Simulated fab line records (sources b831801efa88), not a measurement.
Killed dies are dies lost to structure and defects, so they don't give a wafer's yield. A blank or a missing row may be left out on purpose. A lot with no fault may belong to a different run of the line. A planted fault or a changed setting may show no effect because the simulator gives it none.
Problem report in the 8D (eight disciplines) form, filled by code || flow sky130 || the parts of the form that need people (team, actions taken, sign-off) are left out

## 1. WHAT WENT WRONG
killedAtFrontEnd at SKY_PAD_OPEN_PROBE_99 reads a mean of 47 on 3 wafers of 2 lots; wafers without a fault read 15 with a standard deviation of 4.2. Relative to the usual mean, that is a shift of +7.7 standard deviations.
First observed at day 48 04:49: wafer L571.6, on prober-02. The record holds 6 wafers of 2 lots with a number at this step. Rule for "out" (also "out of limits"): further than 4 standard deviations from the usual mean. All remaining wafers that have a number are taken as sound.

## 2. WHAT IT IS; WHAT IT IS NOT
{"question": "which readings at this step", "is": "killedAtFrontEnd", "is not": "killed_at_M0_to_M3, killed_at_M4_up, killedAtContacts, killedOpen, killedShort"}
{"question": "which lots", "is": "L571, L572", "is not": "-"}
{"question": "which wafers of those lots", "is": "L571.6, L572.2, L572.6", "is not": "L571.1, L571.4, L572.5"}
{"question": "read on which tools", "is": "prober-01, prober-02", "is not": "-"}
{"question": "when", "is": "from day 48 04:49", "is not": "up to then (2 sound wafers); but 1 sound wafer of L572 came after"}

## 3. SUSPECTS, AND WHAT RULES EACH OUT
Counting: if a tool at a process step up to the reading ran every lot that is out, it stays a suspect. Sound lots after the first of them don't rule it out here, since some wafers of a struck lot are sound.
- ilineStepper-02 at SKY_LDD_HVP_EXPOSE_04 (exposes mask HVPTM, target cd 700 nm): kept. It ran every lot that is out, first L571 (day 24 16:16).
After counting, what remains is ilineStepper-02 at SKY_LDD_HVP_EXPOSE_04.

## 4. THE CAUSE (what the simulator had put in)
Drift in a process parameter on ilineStepper-02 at SKY_LDD_HVP_EXPOSE_04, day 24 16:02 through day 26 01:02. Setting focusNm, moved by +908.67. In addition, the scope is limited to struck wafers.
Only this tool survived the counting.

## 5. THE CHAIN OF EFFECTS, in route order
One row per reading whose mean, taken over the struck wafers that have a number, lies over 3 standard deviations from the usual. Readings are gone through only where the record gives a usual standard deviation; hours: the median, over the lots, of the time from a lot's start at the first step in this table giving one to that lot's start at this step; sigmas: the change measured in usual standard deviations.
{"hours": 0, "step": "SKY_PAD_OPEN_PROBE_99", "reading": "killedAtFrontEnd", "usual": 15, "on struck wafers": 47, "change": "+32", "sigmas": "+7.7"}
{"hours": 0, "step": "SKY_PAD_OPEN_PROBE_99", "reading": "killedDies", "usual": 89, "on struck wafers": 125, "change": "+36", "sigmas": "+3.9"}
It contains these process steps:
- SKY_PAD_OPEN_PROBE_99

## 6. HOW IT WOULD HAVE BEEN CAUGHT EARLIER
In this record the first reading out of limits was taken at day 48 04:49, 565 hours after the fault began at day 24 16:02.
By day 48 04:49, every lot that is out (2) had started SKY_LDD_HVP_EXPOSE_04 on ilineStepper-02. Holding the tool at that point would not have protected any of them.
